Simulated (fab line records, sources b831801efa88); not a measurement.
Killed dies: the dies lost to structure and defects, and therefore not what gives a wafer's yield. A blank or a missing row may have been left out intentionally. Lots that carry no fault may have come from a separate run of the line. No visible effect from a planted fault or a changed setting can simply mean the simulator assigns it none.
Matching of chambers -- flow gf180mcu -- GF_MIM_CVD_05 on pecvd-01 has 3 sister chambers
The step deposits Si3N4, target thk 42 nm, time 29.086 s. 18 wafers are shown with their chamber, then 9 later ones without.

== EACH WAFER AND ITS CHAMBER ==
wafer,chamber,heaterPowerW (W),heaterPowerOuterW (W)
L075.1,2,654,355
L075.2,0,813,487
L075.3,1,607,376
L076.1,2,777,448
L076.3,1,618,399
L076.6,0,871,488
L079.4,0,867,504
L079.5,1,699,445
L079.6,2,768,427
L081.1,2,787,438
L081.4,1,694,446
L081.6,2,645,334
L085.4,0,819,457
L085.5,1,606,383
L085.6,2,748,407
L088.3,2,708,380
L088.5,1,680,450
L088.6,0,835,456

SIGNATURES (averages over the wafers above)
reading,chamber 0,chamber 1,chamber 2,scatter within a chamber
heaterPowerW,841.00,650.67,726.71,47.3
heaterPowerOuterW,478.40,416.50,398.43,35.5
Rule: a wafer's distance from a chamber is the root of the sum, over the readings, of the square of ((its reading less the chamber's mean) divided by the reading's scatter). If the next closest chamber is less than 2 further off than the closest, the wafer can't be placed; otherwise it belongs to the closest. The scatter: take each reading less its chamber's mean, square it, sum over the shown wafers, divide by the number of wafers less the number of chambers, and take the root.

== WAFERS WHOSE CHAMBER IS MISSING ==
wafer,heaterPowerW (W),heaterPowerOuterW (W)
L093.3,777,431
L093.4,651,425
L093.6,803,465
L095.1,647,327
L095.5,644,400
L095.6,637,329
L097.3,764,436
L097.5,778,431
L097.6,692,426

== THE CHAMBER EACH PASSED THROUGH ==
wafer,from the rows above,in truth
L093.3,can't be placed: 2 or 0 or 1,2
L093.4,can't be placed: 1 or 2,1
L093.6,can't be placed: 0 or 2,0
L095.1,can't be placed: 1 or 2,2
L095.5,can't be placed: 1 or 2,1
L095.6,can't be placed: 1 or 2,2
L097.3,can't be placed: 2 or 0 or 1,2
L097.5,can't be placed: 2 or 0 or 1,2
L097.6,can't be placed: 1 or 2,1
Correct placement for 0 of the 9. Can't be placed from these rows: 9 (the true chamber is among the candidates in 9). 0 placed wrongly.
